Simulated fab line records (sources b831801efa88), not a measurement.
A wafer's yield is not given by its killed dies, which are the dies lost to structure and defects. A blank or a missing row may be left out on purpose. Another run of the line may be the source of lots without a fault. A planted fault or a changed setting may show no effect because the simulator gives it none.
fab line records    flow sky130    part 2 of 2: steps 27 to 37 of 37
record lots=5  wafers=15  lastDay=50
route steps=708 shown VIA2@522 METAL3@532 CAPM@537
lots that met no fault: from a run of the same line without faults
startH: start of the lot's first displayed wafer, in hours after the record's first day    waitH: hours from the lot's prior step to this one    " repeats the value in the row above    L1.1+2: one row covering several wafers at once    - no value present, or no start provided    * or withheld: withheld    < > ~ a bound
route shown NAME@n: a module of which the file shows steps, and the number in the route of the first    usual: the fault-free wafers' mean and standard deviation    same: alike in all rows    chamber/n: place in a boat    sites: the reading at each site    _std_site: standard deviation across them    _edge_site: outer sites' mean less inner sites'    radiusMm: for every site, how far away it sits from the centre of the wafer    mask NAME#n: copy n    behind: the last tool/chamber to shape the wafer    hold: why the lot went on hold/how many hours it stayed there/how the hold came to an end    device: transistor that didn't switch, given as n, p or np    end of line: tests run on the same wafers once the route is complete    step lacking rows: just its recipe    killed: not the wafer's yield, but the dies lost to structure and defects at the first sort    map: shows each die of a wafer: x if killed, . if not, _ if none is there
set.NAME: the setting the step ran with; set.NAME@STEP: the setting that earlier step ran with    model.NAME: the simulator's own value behind a step, which no gauge read
certain route steps with their lots: each step a table, each wafer a row
services: a tool's chamber out of use, with start hour (startH, from the record's first day; less than 0 if before it), hours out, and reason
## steps
# step SKY_CAPM_DEVELOP_11
# recipe resist=NOVOLAK  developer=TMAH  developTimeS=60  devTempC=23
lot.wafer   tool           chamber  startH   waitH
L078.1+3+4  lithoTrack-02  0        910.07   0.1
L079.1+3+4  lithoTrack-04  0        916.42   0.1
L083.2+4+6  lithoTrack-03  0        953.79   0.1
L086.2+3+6  lithoTrack-04  0        976.29   0.1
L093.1+3+5  lithoTrack-04  0        1023.77  0.1
# step SKY_CAPM_OVL_MEAS_12
# usual CAPM_OVL=0.9/1.4
lot.wafer  tool        chamber  startH   waitH  CAPM_OVL[nm]
L078.1     overlay-01  -        910.22   0.1    1.3
L078.3     "           -        "        "      1.9
L078.4     "           -        "        "      0.4
L079.1     overlay-02  -        916.57   0.1    2.3
L079.3     "           -        "        "      1.8
L079.4     "           -        "        "      2.0
L083.2     overlay-02  -        953.92   0.1    5.0
L083.4     "           -        "        "      2.4
L083.6     "           -        "        "      3.4
L086.2     overlay-02  -        976.42   0.1    -0.2
L086.3     "           -        "        "      0.7
L086.6     "           -        "        "      0.9
L093.1     overlay-01  -        1023.92  0.1    0.9
L093.3     "           -        "        "      1.4
L093.5     "           -        "        "      2.5
# step SKY_CAPM_METAL_ETCH_13
# recipe targetDepthNm=220  stopOn=SiO2  chemistry=Cl2/BCl3  target=TiN  pressureMtorr=10  icpW=900  biasW=48.5  Cl2_flow_sccm=60  bcl3FlowSccm=30  timeS=62.9
# usual drypumpMotorCurrentA=5.68/0.28  oesProductAu=0.945/0.007  throttleValvePct=21.899/0.0098
lot.wafer  tool         chamber  startH   waitH  drypumpMotorCurrentA  oesProductAu  rfHoursCounterH  throttleValvePct
L078.1     rieMetal-01  1        910.26   0.0    5.86                  0.938         13               21.913
L078.3     "            1        "        "      5.86                  0.941         -                21.876
L078.4     "            0        "        "      5.72                  0.941         -                21.931
L079.1     rieMetal-02  1        916.60   0.0    5.43                  0.955         12               21.891
L079.3     "            0        "        "      6.06                  0.963         -                21.875
L079.4     "            1        "        "      5.47                  0.943         -                21.902
L083.2     rieMetal-02  1        953.95   0.0    5.47                  0.935         14               21.911
L083.4     "            0        "        "      6.07                  0.944         -                21.905
L083.6     "            1        "        "      5.47                  0.946         -                21.909
L086.2     rieMetal-02  1        976.45   0.0    5.47                  0.945         15               21.897
L086.3     "            0        "        "      6.08                  0.943         -                21.908
L086.6     "            0        "        "      6.04                  0.934         -                21.910
L093.1     rieMetal-01  0        1023.95  0.0    5.70                  0.953         16               21.894
L093.3     "            1        "        "      5.85                  0.946         -                21.892
L093.5     "            1        "        "      5.85                  0.944         -                21.900
# step SKY_CAPM_STRIP_14
# recipe chemistry=O2/N2  powerW=1400  pressureMtorr=1500  platenTempC=withheld  o2FlowSccm=3000  n2FlowSccm=300  overashFraction=0.5
# usual drypumpMotorCurrentA=5.2/0.42  n2FlowSccm=300.1/1  oesProductAu=0.710/0.0045  stripTimeToEndpointS=12.65/0.052
lot.wafer  tool            chamber  startH   waitH  drypumpMotorCurrentA  n2FlowSccm  oesProductAu  rfHoursCounterH  stripTimeToEndpointS
L078.1     plasmaAsher-01  1        910.33   0.1    4.6                   299.3       0.702         77               12.61
L078.3     "               0        "        "      5.9                   299.7       0.714         -                12.59
L078.4     "               1        "        "      4.6                   300.8       0.716         -                12.57
L079.1     plasmaAsher-03  0        916.68   0.1    5.4                   299.0       0.707         46               12.63
L079.3     "               0        "        "      5.4                   299.3       0.706         -                12.63
L079.4     "               1        "        "      5.2                   300.8       0.708         -                12.63
L083.2     plasmaAsher-01  1        954.02   0.1    4.6                   300.6       0.711         82               12.69
L083.4     "               1        "        "      4.6                   300.1       0.722         -                12.68
L083.6     "               0        "        "      5.9                   300.1       0.715         -                12.66
L086.2     plasmaAsher-04  1        976.53   0.1    5.2                   300.6       0.703         24               12.68
L086.3     "               1        "        "      5.2                   299.5       0.710         -                12.71
L086.6     "               1        "        "      5.2                   297.5       0.716         -                12.65
L093.1     plasmaAsher-04  1        1024.03  0.1    5.2                   299.4       0.712         28               12.66
L093.3     "               0        "        "      4.9                   298.9       0.716         -                12.58
L093.5     "               0        "        "      4.9                   298.6       0.715         -                12.57
# step SKY_CAPM_STRIP_15
# recipe chemistry=postEtchResidueRemover  timeS=1200  tempC=72.5
# usual bathHeatDutyPct=14.9/1.9
lot.wafer  tool         chamber  startH   waitH  bathHeatDutyPct
L078.1     wetBench-03  3        910.43   0.1    12.5
L078.3     "            3        "        "      12.8
L078.4     "            3        "        "      14.1
L079.1     wetBench-01  1        916.78   0.1    16.3
L079.3     "            1        "        "      18.5
L079.4     "            1        "        "      16.5
L083.2     wetBench-02  3        954.12   0.1    13.2
L083.4     "            3        "        "      11.8
L083.6     "            3        "        "      13.1
L086.2     wetBench-03  2        976.63   0.1    16.7
L086.3     "            2        "        "      16.2
L086.6     "            2        "        "      16.1
L093.1     wetBench-01  2        1024.13  0.1    14.3
L093.3     "            2        "        "      16.3
L093.5     "            2        "        "      14.7
# step SKY_CAPM_CLEAN_16
# recipe chemistry=IPA  timeS=180  tempC=25
# usual bathHeatDutyPct=6.2/0.8
lot.wafer  tool         chamber  startH   waitH  bathHeatDutyPct
L078.1     wetBench-01  3        910.81   0.0    7.7
L078.3     "            3        "        "      6.8
L078.4     "            3        "        "      7.4
L079.1     wetBench-03  1        917.15   0.0    5.5
L079.3     "            1        "        "      5.6
L079.4     "            1        "        "      5.1
L083.2     wetBench-01  3        954.50   0.0    7.2
L083.4     "            3        "        "      6.3
L083.6     "            3        "        "      7.3
L086.2     wetBench-01  3        977.00   0.0    7.0
L086.3     "            3        "        "      6.4
L086.6     "            3        "        "      8.1
L093.1     wetBench-02  3        1024.47  0.0    5.7
L093.3     "            3        "        "      5.5
L093.5     "            3        "        "      6.5
# step SKY_CAPM_CLEAN_17
# recipe chemistry=O3/DIW  dry=n2Spin
lot.wafer   tool         chamber  startH   waitH
L078.1+3+4  wetBench-02  0        910.86   0.0
L079.1+3+4  wetBench-02  3        917.22   0.0
L083.2+4+6  wetBench-02  2        954.56   0.0
L086.2+3+6  wetBench-02  1        977.07   0.0
L093.1+3+5  wetBench-03  0        1024.53  0.0
# step SKY_METAL3_DEHYDRATE_05
# recipe tempC=200  timeS=60
lot.wafer   tool           chamber  startH   waitH
L078.1+3+4  lithoTrack-01  0        923.41   12.4
L079.1+3+4  lithoTrack-03  0        929.41   12.1
L083.2+4+6  lithoTrack-04  0        966.04   11.4
L086.2+3+6  lithoTrack-01  0        988.63   11.5
L093.1+3+5  lithoTrack-03  0        1035.56  10.9
# step SKY_METAL3_HMDS_06
# recipe primeTimeS=60  primeTempC=120
lot.wafer   tool           chamber  startH   waitH
L078.1+3+4  lithoTrack-01  0        923.56   0.1
L079.1+3+4  lithoTrack-03  0        929.56   0.1
L083.2+4+6  lithoTrack-04  0        966.19   0.1
L086.2+3+6  lithoTrack-01  0        988.78   0.1
L093.1+3+5  lithoTrack-03  0        1035.71  0.1
# step SKY_METAL3_COAT_07
# recipe resist=BARC  tempC=withheld  timeS=withheld  spinRpm=3000  resistThkNm=60
lot.wafer   tool           chamber  startH   waitH
L078.1+3+4  lithoTrack-01  0        923.71   0.1
L079.1+3+4  lithoTrack-03  0        929.71   0.1
L083.2+4+6  lithoTrack-04  0        966.34   0.1
L086.2+3+6  lithoTrack-01  0        988.93   0.1
L093.1+3+5  lithoTrack-03  0        1035.86  0.1
# step SKY_METAL3_COAT_08
# recipe resist=KrF-thick  spinRpm=3000  resistThkNm=1140
lot.wafer   tool           chamber  startH  waitH
L078.1+3+4  lithoTrack-01  0        -       -
L079.1+3+4  lithoTrack-03  0        -       -
L083.2+4+6  lithoTrack-04  0        -       -
L086.2+3+6  lithoTrack-01  0        -       -
L093.1+3+5  lithoTrack-03  0        -       -
## services
tool             chamber  startH   hours  kind
pvdSputter-02    -        863.63   7.7    repair
pvdSputter-03    -        867.32   3.9    repair
rieDiel-04       3        875.23   5.5    repair
pecvd-01         0        884.43   6.3    repair
cvdW-02          -        904.00   14.0   pm
plasmaAsher-02   -        907.05   1.3    repair
cmp-02           -        912.00   4.0    pm
wetBench-02      -        920.85   4.7    repair
pvdSputter-01    -        921.39   1.7    repair
wetBench-04      -        931.08   4.4    pm
ilineStepper-02  -        942.83   1.7    pm
cmp-02           -        944.91   4.8    repair
pecvd-01         0        957.23   2.0    repair
pvdSputter-03    -        965.07   5.4    repair
rieDiel-04       1        967.04   4.1    repair
pvdSputter-01    -        967.40   4.0    repair
rieMetal-02      0        969.93   1.9    repair
rieDiel-04       -        971.53   2.8    pm
cmp-02           -        974.45   3.7    pm
cvdW-02          -        974.57   6.9    pm
pecvd-01         0        996.91   9.3    repair
cvdW-02          -        1007.70  1.0    repair
pvdSputter-01    -        1019.09  2.4    repair
wetBench-03      -        1020.61  2.3    repair
